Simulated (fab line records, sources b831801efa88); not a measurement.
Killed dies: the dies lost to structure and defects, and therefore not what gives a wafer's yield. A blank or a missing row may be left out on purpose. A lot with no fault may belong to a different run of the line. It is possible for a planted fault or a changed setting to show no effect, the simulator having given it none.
Split-lot experiment -- flow sfq line -- 5 lots, 23 wafers read, on a route of 325 steps

## ON THE SPLIT
At SFQ_TRILAYER_R5_LITHO_COAT_141 (resist thk 62 nm), the setting spin rpm was moved away from the recipe's 3000 rpm on 8 of the 23 wafers read, by -3.8% to +6.2%. This setting was run at the recipe's value on the other wafers.

Reading taken at the split's own step.

## THE READING
BARC_of_TRILAYER_R5_LITHO_COAT_141.thk nm (the simulator's own value, which no gauge read), in nm, at SFQ_TRILAYER_R5_LITHO_COAT_141 (resist thk 62 nm). There is no usual value for it anywhere in the file. Average 62.03 nm, standard deviation 0.28 nm, over the 15 wafers here run with the recipe.

wafer,"tool, chamber at the split","spin rpm as run, rpm",against the recipe,"BARC_of_TRILAYER_R5_LITHO_COAT_141.thk nm, nm",against lot-mates on the recipe
L074.2,"litho track-04, 0",3186,+6.2%,60.21,-1.65
L074.3,"litho track-04, 0",3000,recipe,61.89,-
L074.4,"litho track-04, 0",3186,+6.2%,60.11,-1.75
L074.6,"litho track-04, 0",3186,+6.2%,60.11,-1.75
L074.5,"litho track-04, 0",3000,recipe,61.83,-
L076.2,"litho track-04, 0",3000,recipe,61.79,-
L076.3,"litho track-04, 0",3000,recipe,61.85,-
L076.4,"litho track-04, 0",3000,recipe,61.72,-
L076.5,"litho track-04, 0",3000,recipe,61.74,-
L076.6,"litho track-04, 0",3000,recipe,61.87,-
L080.2,"litho track-03, 0",3000,recipe,62.05,-
L080.3,"litho track-03, 0",3000,recipe,62.26,-
L080.6,"litho track-03, 0",3000,recipe,62.2,-
L083.1,"litho track-03, 0",3000,recipe,62.43,-
L083.2,"litho track-03, 0",3000,recipe,62.61,-
L083.4,"litho track-03, 0",2885,-3.8%,63.6,+1.09
L083.5,"litho track-03, 0",2885,-3.8%,63.79,+1.28
L083.6,"litho track-03, 0",3000,recipe,62.49,-
L084.1,"litho track-04, 0",3000,recipe,61.97,-
L084.3,"litho track-04, 0",3000,recipe,61.8,-
L084.4,"litho track-04, 0",3127,+4.2%,60.66,-1.23
L084.5,"litho track-04, 0",3127,+4.2%,60.67,-1.21
L084.6,"litho track-04, 0",3127,+4.2%,60.72,-1.16

FIT RESULTS
A straight line over all 23 wafers: BARC_of_TRILAYER_R5_LITHO_COAT_141.thk nm changes by -0.336 nm for each +1% of spin rpm; r = -0.96; the points scatter about the line by 0.27 nm.
The same after taking each lot's own level away (the mean of its wafers on the recipe; 23 wafers): -0.285 nm for each +1%; r = -1.00; scatter 0.076 nm.
Per that fit: largest spin rpm move, reading shift of 1.8 nm.
From 61.794 to 62.510 nm: that is the span of the lots' own levels, equal to 2.5 times the standard deviation above.
So the slope is not independent of the lot-to-lot level: the two fits are not the same.
Check: -1.78 nm against its lot-mates is what the line predicts for one of the wafers moved furthest among these (+6.2%) when that wafer is left out of the fit. Against them it came out at -1.65 nm.

## FILE'S OWN FIT
BARC_of_TRILAYER_R5_LITHO_COAT_141.thk nm changes by -0.285 nm for each +1% of spin rpm, r = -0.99.
